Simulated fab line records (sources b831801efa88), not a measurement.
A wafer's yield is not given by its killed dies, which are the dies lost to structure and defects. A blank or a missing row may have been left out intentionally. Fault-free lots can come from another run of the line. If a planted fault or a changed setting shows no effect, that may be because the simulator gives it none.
The tool behind it: which one? || flow gf180mcu || 21 wafers from 7 lots sampled at 3 of the route's 602 steps

## WHAT EACH GAUGE READ, for each wafer
GF_SAB_THK_MEAS_01.
{"lot": "L108", "measured": "day 14 19:58", "on": "filmMetro-02", "SAB_CVD_00_THK (nm)": "49.9 49.7 50.2"}
{"lot": "L112", "measured": "day 15 23:16", "on": "filmMetro-04", "SAB_CVD_00_THK (nm)": "51.4 50.9 51.0"}
{"lot": "L117", "measured": "day 17 18:50", "on": "filmMetro-01", "SAB_CVD_00_THK (nm)": "100.2 100.0 101.6"}
{"lot": "L121", "measured": "day 19 06:45", "on": "filmMetro-01", "SAB_CVD_00_THK (nm)": "50.3 51.7 50.9"}
{"lot": "L127", "measured": "day 21 08:12", "on": "filmMetro-02", "SAB_CVD_00_THK (nm)": "49.3 49.3 50.1"}
{"lot": "L128", "measured": "day 21 14:44", "on": "filmMetro-04", "SAB_CVD_00_THK (nm)": "49.1 50.0 50.0"}
{"lot": "L130", "measured": "day 22 07:59", "on": "filmMetro-01", "SAB_CVD_00_THK (nm)": "49.3 49.5 51.2"}

## WHAT TOOL EACH LOT RAN ON (gives the tool, then ch and the chambers of the sampled wafers, and finally the start)
{"lot": "L108", "GF_PSD_RTA_13": "rtpAnneal-01 ch 0, day 14 19:37", "GF_SAB_CVD_00": "pecvd-03 ch 0,2, day 14 19:56"}
{"lot": "L112", "GF_PSD_RTA_13": "rtpAnneal-02 ch 0, day 15 22:55", "GF_SAB_CVD_00": "pecvd-02 ch 1,2, day 15 23:13"}
{"lot": "L117", "GF_PSD_RTA_13": "rtpAnneal-02 ch 0, day 17 18:18", "GF_SAB_CVD_00": "pecvd-03 ch 1,2, day 17 18:38"}
{"lot": "L121", "GF_PSD_RTA_13": "rtpAnneal-02 ch 0, day 19 06:25", "GF_SAB_CVD_00": "pecvd-03 ch 0,1,2, day 19 06:43"}
{"lot": "L127", "GF_PSD_RTA_13": "rtpAnneal-01 ch 0, day 21 07:52", "GF_SAB_CVD_00": "pecvd-02 ch 0,1,2, day 21 08:11"}
{"lot": "L128", "GF_PSD_RTA_13": "rtpAnneal-02 ch 0, day 21 14:24", "GF_SAB_CVD_00": "pecvd-03 ch 0,1, day 21 14:43"}
{"lot": "L130", "GF_PSD_RTA_13": "rtpAnneal-01 ch 0, day 22 07:38", "GF_SAB_CVD_00": "pecvd-02 ch 0,1,2, day 22 07:58"}
- GF_PSD_RTA_13: time 20 s.
- GF_SAB_CVD_00: deposits SiO2 from TEOS, target thk 50 nm, time 4.9302 s.

## THE ANSWER, worked out from the rows above alone
Rule: the usual values come from the lots themselves. Put in order of their means at a reading, lots are off if they are a third of the lots or fewer, leave a main group of 4 or more, and stand apart from it by a gap of 3 or more times the standard deviation of the main group's means; of several such gaps the widest counts. A main group is skipped when, at the precision printed for the reading in the tables above, its means are all equal. Also off: a lot with no number at a reading for which 4 or more lots have one. All remaining lots with rows at the step are treated as sound.
Off: L117, at GF_SAB_THK_MEAS_01 (SAB_CVD_00_THK). The main group has a mean of 50.2 nm with a standard deviation of 0.6.
A tool fits if, at a process step before that reading, it ran every lot that is off, and no sound lot after the first of them. The gauges at GF_SAB_THK_MEAS_01 are tried like those tools. None of those tried fits.

## WHAT THE SIMULATOR HAD PUT IN
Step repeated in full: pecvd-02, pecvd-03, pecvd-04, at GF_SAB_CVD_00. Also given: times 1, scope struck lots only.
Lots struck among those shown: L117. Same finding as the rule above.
